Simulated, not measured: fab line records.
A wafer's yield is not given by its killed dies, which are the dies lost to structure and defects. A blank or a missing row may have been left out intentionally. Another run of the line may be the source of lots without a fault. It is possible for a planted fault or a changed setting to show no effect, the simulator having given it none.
2 desks, one fault ; flow gf180mcu ; only its own numbers are on each desk; what lay behind them is given at the end

## AT THE TOOL OWNER'S DESK: plasma_asher-04
The tool's own readings at GF_V4_STRIP_18 (strips in O2/N2): means of the sampled wafers that have a number, for each lot that ran on this tool. Any lot whose mean is over 4 standard deviations away from the usual mean is out of limits and marked OUT; that distance is given in the brackets.
Columns: A = drypump_motor_current_A at GF_V4_STRIP_18, usual 5.8 A; B = heater_power_w at GF_V4_STRIP_18, usual 326 W; C = oes_product_au at GF_V4_STRIP_18, usual 0.593 a.u.
lot;first seen here;A;B;C
L482;day 24 13:33;5.8;344;0.594
L485;day 25 12:37;5.8;335;0.600
L489;day 26 17:25;5.8;342;0.592
L490;day 27 04:09;5.8;344;0.597
L491;day 27 15:57;5.8;345;0.591
L492;day 27 21:04;5.8;341;0.596
L501;day 30 10:22;5.8;360;0.591
L502;day 30 16:11;5.7;312;0.589
Result from this desk: across the 8 lots, nothing is out of limits.

## FROM THE METROLOGY DESK
What the gauges read for every lot (on any tool): the sampled wafers with a number, averaged. Any lot whose mean is over 4 standard deviations away from the usual mean is out of limits and marked OUT; that distance is given in the brackets.
Columns: A = TOP_METAL_ALCU_THK at GF_TOP_METAL_THK_MEAS_06, usual 894 nm
lot;first seen here;A
L482;day 27 10:37;875
L483;day 27 19:43;904
L484;day 27 23:48;905
L485;day 28 08:11;910
L486;day 28 19:26;879
L487;day 29 03:31;886
L489;day 29 10:30;894
L490;day 29 20:18;896
L491;day 30 07:24;890
L492;day 30 12:12;884
L501;day 32 21:45;901
L502;day 33 01:55;904
Result from this desk: across the 12 lots, nothing is out of limits.

## BROUGHT TOGETHER
The desk of the tool owner found nothing out of limits.
The metrology desk saw nothing out of limits.

## WHAT THE SIMULATOR HAD INSERTED
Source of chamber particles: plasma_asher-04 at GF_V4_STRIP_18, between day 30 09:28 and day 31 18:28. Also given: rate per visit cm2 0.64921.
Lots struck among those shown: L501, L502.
